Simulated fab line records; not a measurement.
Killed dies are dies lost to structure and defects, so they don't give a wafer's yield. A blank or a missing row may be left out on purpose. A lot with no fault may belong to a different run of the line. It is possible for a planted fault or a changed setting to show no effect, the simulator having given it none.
Check for tools in common -- flow sky130 -- Sample size 10 lots and 30 wafers

## WHY IT WAS OPENED
2 of 10 lots carry a flag on the reading POLY_GATE_CVD_00_THK at SKY_POLY_GATE_THK_MEAS_01. No-fault wafers: 180.3 nm, standard deviation 1.7.
Rule: a lot is flagged when every wafer of it that has a number lies more than 4 standard deviations from that mean, or none has a number. All remaining lots are regarded as sound.

lot,measured,on,"POLY_GATE_CVD_00_THK (nm), wafer by wafer",flag
L904,day 14 12:36,film metro-02,180.7 180.5 182.4,
L907,day 15 07:49,film metro-01,180.9 181.1 179.1,
L908,day 15 19:16,film metro-03,180.9 181.3 179.4,
L910,day 16 19:36,film metro-03,177.0 179.2 178.6,
L913,day 17 10:53,film metro-03,180.1 180.1 179.4,
L915,day 18 06:59,film metro-02,179.9 179.4 182.2,
L916,day 18 18:44,film metro-01,179.2 177.6 178.1,
L920,day 20 03:23,film metro-02,161.9 161.8 160.7,FLAGGED
L921,day 20 08:54,film metro-01,164.7 164.3 164.9,FLAGGED
L926,day 22 19:19,film metro-02,183.6 183.0 184.0,
On average the flagged lots' numbers are 163.1 nm, which is -17.2 nm against the usual, or -10 standard deviations.

## WHICH TOOL EACH LOT WENT THROUGH
The record keeps 1 process step preceding the reading, out of 708 steps on the route. Every cell lists first the tool, next ch and the chambers used by the sampled wafers, and last the start.
lot,flag,SKY_POLY_GATE_CVD_00
L904,,"lpcvd-01 ch 0, day 14 11:24"
L907,,"lpcvd-01 ch 0, day 15 06:37"
L908,,"lpcvd-01 ch 1, day 15 18:04"
L910,,"lpcvd-01 ch 0, day 16 18:24"
L913,,"lpcvd-01 ch 1, day 17 09:41"
L915,,"lpcvd-01 ch 0, day 18 05:47"
L916,,"lpcvd-01 ch 0, day 18 16:55"
L920,FLAGGED,"lpcvd-01 ch 0, day 20 01:35"
L921,FLAGGED,"lpcvd-01 ch 0, day 20 07:05"
L926,,"lpcvd-01 ch 1, day 22 18:05"
These steps, and what they do:
- SKY_POLY_GATE_CVD_00: deposits poly-Si, target thk 180 nm, time 720 s.
- SKY_POLY_GATE_THK_MEAS_01

## FLAGGED OVER TOTAL, TOOL BY TOOL (the gauges that took the reading come last)
step,tool,lots run,flagged,share of the flagged lots,sound lots run after its first flagged lot
SKY_POLY_GATE_CVD_00,lpcvd-01,10,2,all,1 (L926)
SKY_POLY_GATE_THK_MEAS_01,film metro-01,3,1,some,0
SKY_POLY_GATE_THK_MEAS_01,film metro-02,4,1,some,1 (L926)
SKY_POLY_GATE_THK_MEAS_01,film metro-03,3,0,none,-

## WHAT IS ALLOWED BY THE TABLE
All flagged lots share 1 row of the table, namely lpcvd-01 at SKY_POLY_GATE_CVD_00.
- lpcvd-01 at SKY_POLY_GATE_CVD_00: 2 of its 10 lots flagged. After the first flagged lot (L926), sound lots still ran on it; a lasting fault on the whole tool would not permit that.
None of the table's rows ran every flagged lot and, after the first, no sound lot.

## WHAT HAD BEEN PUT IN BY THE SIMULATOR
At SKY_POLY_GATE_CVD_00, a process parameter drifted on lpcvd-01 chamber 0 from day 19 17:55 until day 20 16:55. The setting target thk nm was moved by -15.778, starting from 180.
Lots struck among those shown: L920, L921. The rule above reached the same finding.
